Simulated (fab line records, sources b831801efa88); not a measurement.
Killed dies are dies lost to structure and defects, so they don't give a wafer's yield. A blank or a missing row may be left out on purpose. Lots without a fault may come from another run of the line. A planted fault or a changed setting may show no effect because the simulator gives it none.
Which tool did it? | flow gf180mcu | 14 lots, 42 wafers sampled, at 6 steps of a route of 602

WHAT THE GAUGES READ, wafer by wafer
GF_STI_CD_MEAS_12: target cd 220 nm. Usual: cd_nm 219.9 nm, standard deviation 1.4.
lot  | measured    | on        | cd_nm (nm)        | flag
L527 | day 2 02:29 | cd_sem-01 | 220.2 222.1 220.1 |
L528 | day 2 06:28 | cd_sem-01 | 218.9 218.5 219.5 |
L529 | day 2 12:06 | cd_sem-02 | 218.8 218.8 218.3 |
L530 | day 2 16:36 | cd_sem-02 | 220.6 218.8 218.2 |
L531 | day 2 22:37 | cd_sem-01 | 222.5 221.6 221.6 |
L532 | day 3 03:06 | cd_sem-02 | 220.0 219.9 220.5 |
L533 | day 3 08:08 | cd_sem-01 | 218.7 219.3 218.2 |
L536 | day 4 00:45 | cd_sem-01 | 221.8 221.1 222.4 |
L541 | day 5 00:47 | cd_sem-01 | 221.2 221.1 220.6 |
L542 | day 5 06:33 | cd_sem-02 | 219.0 218.7 219.2 |
L544 | day 5 16:58 | cd_sem-01 | 218.9 218.9 218.6 |
L546 | day 6 05:09 | cd_sem-01 | 217.3 217.5 217.7 |
L547 | day 6 08:38 | cd_sem-01 | 221.4 221.7 220.9 |
L550 | day 7 00:03 | cd_sem-01 | 221.7 220.3 221.8 |

GF_STI_THK_MEAS_30. Usual: STI_OXIDATION_02_THK 9.93 nm, standard deviation 0.19.
lot  | measured    | on            | STI_OXIDATION_02_THK (nm) | flag
L527 | day 2 07:23 | film_metro-03 | 9.91 10.11 9.95           |
L528 | day 2 11:02 | film_metro-02 | 10.44 10.29 10.26         |
L529 | day 2 17:26 | film_metro-03 | 9.89 9.61 9.79            |
L530 | day 2 21:27 | film_metro-02 | 9.98 9.93 9.98            |
L531 | day 3 03:00 | film_metro-03 | 10.05 10.07 10.11         |
L532 | day 3 07:52 | film_metro-01 | 9.87 9.89 9.80            |
L533 | day 3 13:01 | film_metro-02 | 10.50 10.19 10.13         |
L536 | day 4 05:59 | film_metro-02 | 9.74 9.69 9.60            |
L541 | day 5 08:05 | film_metro-02 | 9.89 9.74 9.65            |
L542 | day 5 13:27 | film_metro-01 | 9.92 10.06 9.84           |
L544 | day 5 21:39 | film_metro-02 | 9.91 9.79 9.82            |
L546 | day 6 10:12 | film_metro-01 | 9.86 10.14 9.97           |
L547 | day 6 15:39 | film_metro-01 | 9.88 9.94 9.85            |
L550 | day 7 04:41 | film_metro-02 | 9.97 10.02 10.02          |

GF_MVPSD_TW_MEAS_11. Usual: MVPSD_TW 552, standard deviation 3.6.
lot  | measured     | on            | MVPSD_TW    | flag
L527 | day 5 01:17  | film_metro-02 | 553 550 550 |
L528 | day 5 06:20  | film_metro-04 | 553 554 554 |
L529 | day 5 14:18  | film_metro-04 | 556 552 555 |
L530 | day 5 18:36  | film_metro-04 | 556 555 555 |
L531 | day 6 00:08  | film_metro-01 | 551 549 553 |
L532 | day 6 06:49  | film_metro-04 | 553 554 553 |
L533 | day 6 13:04  | film_metro-04 | 554 554 549 |
L536 | day 7 08:32  | film_metro-04 | 554 557 553 |
L541 | day 8 15:37  | film_metro-01 | 547 544 546 |
L542 | day 8 20:28  | film_metro-04 | 553 552 551 |
L544 | day 9 06:24  | film_metro-02 | 603 606 605 | OFF
L546 | day 9 19:58  | film_metro-04 | 611 610 608 | OFF
L547 | day 10 03:29 | film_metro-04 | 612 609 613 | OFF
L550 | day 10 18:24 | film_metro-02 | 548 550 550 |

GF_VT_IMPLANT_RS_MEAS_49: measures by four-point-probe. Usual: MVPSD_RS 1168.4 ohm/sq, standard deviation 2.7.
lot  | measured     | on            | MVPSD_RS (ohm/sq)    | flag
L527 | day 7 13:43  | film_metro-01 | 1168.9 1171.2 1172.1 |
L528 | day 7 18:49  | film_metro-02 | 1168.0 1165.5 1166.6 |
L529 | day 8 05:28  | film_metro-02 | 1174.7 1167.6 1169.1 |
L530 | day 8 09:35  | film_metro-02 | 1169.2 1168.6 1168.9 |
L531 | day 8 15:44  | film_metro-02 | 1162.1 1165.3 1164.4 |
L532 | day 8 23:20  | film_metro-04 | 1168.8 1165.4 1167.1 |
L533 | day 9 07:06  | film_metro-02 | 1164.9 1165.1 1168.0 |
L536 | day 10 04:52 | film_metro-01 | 1168.8 1167.2 1167.4 |
L541 | day 11 14:55 | film_metro-04 | 1166.2 1169.5 1170.4 |
L542 | day 11 21:07 | film_metro-01 | 1166.7 1168.0 1170.6 |
L544 | day 12 07:48 | film_metro-04 | 1346.8 1345.1 1349.7 | OFF
L546 | day 13 00:01 | film_metro-04 | 1346.7 1346.2 1348.2 | OFF
L547 | day 13 08:15 | film_metro-02 | 1341.5 1341.6 1346.9 | OFF
L550 | day 14 00:04 | film_metro-02 | 1165.4 1162.2 1167.1 |

GF_HV_LDD_OVL_MEAS_32. Usual: HV_LDD_02_OVL 0.0 nm, standard deviation 1.5.
lot  | measured     | on         | HV_LDD_02_OVL (nm) | flag
L527 | day 11 13:27 | overlay-01 | -1.5 -0.1 0.8      |
L528 | day 11 17:55 | overlay-02 | -3.2 -1.0 -1.0     |
L529 | day 12 06:17 | overlay-01 | 0.1 2.2 -0.2       |
L530 | day 12 11:44 | overlay-01 | -0.2 3.1 1.9       |
L531 | day 12 18:07 | overlay-02 | 0.0 1.8 -0.5       |
L532 | day 13 02:32 | overlay-01 | 0.9 -0.3 -0.2      |
L533 | day 13 11:24 | overlay-01 | 1.3 1.3 0.6        |
L536 | day 14 14:37 | overlay-02 | -2.0 -0.2 -1.7     |
L541 | day 16 08:22 | overlay-02 | 2.4 1.2 0.7        |
L542 | day 16 19:07 | overlay-02 | -1.0 -1.2 -1.2     |
L544 | day 17 14:54 | overlay-01 | 2.8 4.5 2.5        |
L546 | day 18 05:05 | overlay-01 | 1.1 1.5 0.0        |
L547 | day 18 19:43 | overlay-01 | 0.6 -2.7 0.5       |
L550 | day 19 05:35 | overlay-02 | -3.6 -4.3 -2.5     |

WHICH TOOL RAN EACH LOT (tool, then ch and the chambers of the sampled wafers, then the start)
lot  | GF_MVPSD_IMPLANT_08
L527 | implanter-02 ch 0, day 5 00:53
L528 | implanter-02 ch 0, day 5 05:59
L529 | implanter-02 ch 0, day 5 13:55
L530 | implanter-03 ch 0, day 5 18:13
L531 | implanter-03 ch 0, day 5 23:44
L532 | implanter-01 ch 0, day 6 06:26
L533 | implanter-03 ch 0, day 6 12:40
L536 | implanter-02 ch 0, day 7 08:08
L541 | implanter-01 ch 0, day 8 15:03
L542 | implanter-02 ch 0, day 8 20:04
L544 | implanter-03 ch 0, day 9 06:01
L546 | implanter-03 ch 0, day 9 19:35
L547 | implanter-03 ch 0, day 10 03:05
L550 | implanter-01 ch 0, day 10 18:00
- GF_MVPSD_IMPLANT_08

WHAT THE TOOLS THEMSELVES READ (means of the sampled wafers that have a number; where no wafer has one, the mark that the record gives instead)
GF_MVPSD_IMPLANT_08. Usual: tilt_deg 0.003 degrees, standard deviation 0.021.
lot  | tool         | tilt_deg (degrees) | flag
L527 | implanter-02 | 0.008              |
L528 | implanter-02 | 0.016              |
L529 | implanter-02 | 0.007              |
L530 | implanter-03 | 0.010              |
L531 | implanter-03 | -0.009             |
L532 | implanter-01 | 0.005              |
L533 | implanter-03 | 0.024              |
L536 | implanter-02 | -0.014             |
L541 | implanter-01 | 0.004              |
L542 | implanter-02 | -0.012             |
L544 | implanter-03 | 4.202              | OFF
L546 | implanter-03 | 4.224              | OFF
L547 | implanter-03 | 4.171              | OFF
L550 | implanter-01 | -0.015             |

THE ANSWER, worked out from the rows above alone
Rule: a lot is off if the mean of its wafers that have a number lies more than 3 standard deviations from the usual mean. A lot without any number at a reading at which 4 lots or more have one is off too. The other lots that the step has rows for count as sound. The gauges are gone through in route order, then the tools' own readings, and for those a lot's mean is taken as printed above. The first step at which some lot is off is used, and at that step the reading that is off furthest; a lot without a number counts as furthest.
Off: L544, L546, L547, at GF_MVPSD_TW_MEAS_11 (MVPSD_TW).
A tool fits if, at a process step before that reading, it ran every lot that is off, and no sound lot after the first of them. The gauges at GF_MVPSD_TW_MEAS_11 aren't tried: what is off there is off at GF_MVPSD_IMPLANT_08 too, on other tools, and a gauge's error can't cause that. One fits: implanter-03 at GF_MVPSD_IMPLANT_08. Its last sound lot is L533 (day 6 12:40), its first lot that is off L544 (day 9 06:01): a fault that began between those two fits.
The tool's own readings at GF_MVPSD_IMPLANT_08 bear it out: on the lots that are off they differ by more than 5 times the standard deviation of the sound lots' means. tilt_deg reads 4.199 degrees there against 0.002 degrees on the sound lots.

WHAT THE SIMULATOR HAD PUT IN
Process parameter drift: implanter-03, from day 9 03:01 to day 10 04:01, at GF_MVPSD_IMPLANT_08. Setting tilt_deg, moved by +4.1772, from 0. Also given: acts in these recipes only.
Lots struck among those shown: L544, L546, L547. The rule above found the same.
